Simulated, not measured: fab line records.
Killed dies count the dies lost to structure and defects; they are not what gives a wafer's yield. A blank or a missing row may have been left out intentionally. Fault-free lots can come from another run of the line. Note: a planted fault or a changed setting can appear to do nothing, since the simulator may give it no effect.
Struck lot and sound lot, side by side + flow sky130 + 17 out of 708 route steps
Sound: the wafers L609.2, L609.3, L609.4. The struck wafers were L619.2, L619.3, L619.5. Last of all comes the cause.
Per side, at each step with rows, come the tool, then ch with its chambers, and then its first start. Under that, the readings that differ: sound wafers + struck wafers + difference of the means + sigmas: that difference in standard deviations of wafers without a fault.
alike: readings with means less than 2 such deviations apart, plus words and numbers identical on both sides. not compared: withheld readings, readings lacking a value on some wafer, bounds such as >300 that could conceal the same value, and numbers that have no deviation in the record and whose values overlap.
Wherever a step has rows on one side only, a row that says differs or no value, or a row with sigmas, the two part there. When numbers do not overlap yet have no deviation, they are printed without sigmas and do not part them. A reading that every wafer of one side lacks parts them only if that side has two wafers or more.

SKY_LDD_HVN_OVL_MEAS_07:
  sound: overlay-01 at day 20 00:47; struck: overlay-01 at day 24 03:18
  alike: LDD_HVN_OVL
following that, these wafers have no rows for 1 step: SKY_LDD_HVN_IMPLANT_08.
SKY_LDD_HVN_STRIP_09: strips in O2/N2.
  sound on plasma asher-03 ch 0,1, day 20 00:58; struck on plasma asher-01 ch 0,1, day 24 03:29
  alike: drypump motor current A, oes product au, strip time to endpoint s
  not compared: rf hours counter h
SKY_LDD_HVN_TW_MEAS_10:
  sound: film metro-02 at day 20 01:04; struck: film metro-01 at day 24 03:35
  alike: LDD_HVN_TW
then, 7 steps without rows for these wafers: SKY_LDD_HVP_DEHYDRATE_00 (time 60 s); SKY_LDD_HVP_HMDS_01 (prime time 60 s); SKY_LDD_HVP_COAT_02 (resist thk 300 nm); SKY_LDD_HVP_SOFTBAKE_03 (time 60 s); SKY_LDD_HVP_EXPOSE_04 (exposes mask HVPTM, target cd 700 nm); SKY_LDD_HVP_PEB_05; SKY_LDD_HVP_DEVELOP_06 (develop time 60 s).
SKY_LDD_HVP_OVL_MEAS_07:
  sound: overlay-01 at day 21 08:06; struck: overlay-01 at day 25 09:34
  alike: LDD_HVP_OVL
SKY_LDD_HVP_IMPLANT_08:
  sound on implanter-01 ch 0, day 21 08:09; struck on implanter-03 ch 0, day 25 09:37
| reading            | sound                            | struck                        | difference | sigmas      |
|--------------------|----------------------------------|-------------------------------|------------|-------------|
| dose ions cm2      | 1.7013e+13 1.7018e+13 1.6983e+13 | 7.847e+12 7.829e+12 7.843e+12 | -9.165e+12 | -99 or more |
| faraday current uA | 94.6 97.7 95.1                   | 45.2 44.0 43.1                | -51.7      | -29         |
  alike: beam on s
SKY_LDD_HVP_STRIP_09: strips in O2/N2.
  sound on plasma asher-02 ch 0,1, day 21 08:17; struck on plasma asher-04 ch 0,1, day 25 09:44
| reading               | sound             | struck            | difference | sigmas |
|-----------------------|-------------------|-------------------|------------|--------|
| oes product au (a.u.) | 0.403 0.411 0.396 | 0.411 0.413 0.416 | +0.010     | +2     |
  alike: drypump motor current A, strip time to endpoint s
  not compared: rf hours counter h
SKY_LDD_HVP_TW_MEAS_10:
  sound: film metro-01 at day 21 08:23; struck: film metro-04 at day 25 09:51
| reading    | sound             | struck            | difference | sigmas |
|------------|-------------------|-------------------|------------|--------|
| LDD_HVP_TW | 455.3 454.9 452.8 | 364.8 364.2 364.5 | -89.8      | -45    |
then, 1 step without rows for these wafers: SKY_LDD_LDN_DEHYDRATE_00 (time 60 s).
-- a jump in the record: the struck wafers' starts before and after are 23 days apart (it breaks off in module LDD_LDN and resumes in module PAD_OPEN, where the first step shown is number 708 of the route) --
SKY_PAD_OPEN_PROBE_99:
  sound: prober-02 at day 45 17:40; struck: prober-02 at day 48 07:11
| reading                                   | sound                   | struck                  | difference | sigmas |
|-------------------------------------------|-------------------------|-------------------------|------------|--------|
| model.etest.tip_p_5v.rs ohm sq            | 2862 2869 2856          | 5106 5113 5098          | +2243      |        |
| model.etest.pfet g5v0d10v5.r on ohm um    | 4776 4797 4858          | 5049 5080 4999          | +232       |        |
| model.etest.tip_p_5v.rs ohm sq range      | 125.6 92.57 102         | 150.7 136.7 265.8       | +77.7      |        |
| model.etest.pfet g5v0d10v5.drive ua um    | 339 337.3 333.6         | 317.7 319.6 322.9       | -16.6      |        |
| model.etest.pfet g5v0d10v5.off log10 a um | -12.65 -12.84 -13.05    | -13.28 -13.13 -13.12    | -0.33      |        |
| model.etest.pfet g5v0d10v5.vt sat v (V)   | -0.6536 -0.6635 -0.6726 | -0.6917 -0.6783 -0.6863 | -0.0222    |        |
  alike: killed_at_M0_to_M3, killed_at_M4_up, killed at contacts, killed at front end, killed at other, killed dies, killed open, killed short
  not compared: model.etest.ring_5v.delay ps

== WHERE THEY PART ==
Earliest at SKY_LDD_HVP_IMPLANT_08; latest, in this record, at SKY_LDD_HVP_TW_MEAS_10. Later steps at which nothing parts them and some readings are alike: SKY_PAD_OPEN_PROBE_99.

WHY: the cause the simulator had injected
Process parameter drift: implanter-03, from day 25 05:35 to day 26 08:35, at SKY_LDD_HVP_IMPLANT_08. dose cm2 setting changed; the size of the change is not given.
